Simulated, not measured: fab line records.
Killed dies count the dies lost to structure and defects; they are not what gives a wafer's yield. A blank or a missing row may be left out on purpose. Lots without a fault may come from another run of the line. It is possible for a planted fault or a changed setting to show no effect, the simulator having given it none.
The tool behind it: which one? -- flow gf180mcu -- Sampling: 6 lots, 18 wafers, 3 of 602 route steps

== WHAT EACH GAUGE READ, for each wafer ==
GF_V4_THK_MEAS_01.
lot,measured,on,V4_CVD_00_THK (nm)
L174,day 24 03:04,film-metro-03,615 601 605
L176,day 24 17:27,film-metro-03,600 600 587
L179,day 25 10:28,film-metro-03,618 609 618
L187,day 28 02:45,film-metro-01,542 535 538
L189,day 28 15:36,film-metro-03,604 612 603
L194,day 30 01:55,film-metro-03,605 595 605

== WHICH TOOL RAN EACH LOT (tool, then ch and the chambers of the sampled wafers, then the start) ==
lot,GF_V3_CVD_02,GF_V4_CVD_00
L174,"pecvd-02 ch 0,2, day 22 03:18","hdpcvd-02 ch 0,1,2, day 24 03:00"
L176,"pecvd-03 ch 0,1,2, day 22 17:17","hdpcvd-01 ch 1,2, day 24 17:23"
L179,"pecvd-02 ch 0,1,2, day 23 13:06","hdpcvd-02 ch 0,2, day 25 10:18"
L187,"pecvd-03 ch 1,2, day 26 07:29","hdpcvd-01 ch 0,2, day 28 02:40"
L189,"pecvd-03 ch 0,1,2, day 26 20:21","hdpcvd-02 ch 0,1,2, day 28 15:32"
L194,"pecvd-02 ch 0,1,2, day 28 08:59","hdpcvd-02 ch 1,2, day 30 01:50"
- GF_V3_CVD_02: deposits SiO2 from TEOS, target thk 850 nm, time 94.851 s.
- GF_V4_CVD_00: deposits SiO2, target thk 600 nm, time 100 s.

== THE ANSWER, worked out from the rows above alone ==
Rule: the lots themselves supply what counts as usual. Put in order of their means at a reading, lots are off if they are a third of the lots or fewer, leave a main group of 4 or more, and stand apart from it by a gap of 3 or more times the standard deviation of the main group's means; of several such gaps the widest counts. A main group whose means are all the same, to the digits that the tables above print for the reading, isn't used. A lot without any number at a reading at which 4 lots or more have one is off too. Any other lot the step has rows for is counted as sound.
Off: L187, seen at GF_V4_THK_MEAS_01 (V4_CVD_00_THK). For the main group the mean is 605 nm and the standard deviation 6.4.
If a tool, at a process step before that reading, ran all the lots that are off and no sound lot after the first of them, it fits. Gauges at GF_V4_THK_MEAS_01: tried the same way as those tools. 2 tools fit, hdpcvd-01 at GF_V4_CVD_00 and film-metro-01 at GF_V4_THK_MEAS_01, so this cannot tell which one it is.

== WHAT WAS PUT IN BY THE SIMULATOR ==
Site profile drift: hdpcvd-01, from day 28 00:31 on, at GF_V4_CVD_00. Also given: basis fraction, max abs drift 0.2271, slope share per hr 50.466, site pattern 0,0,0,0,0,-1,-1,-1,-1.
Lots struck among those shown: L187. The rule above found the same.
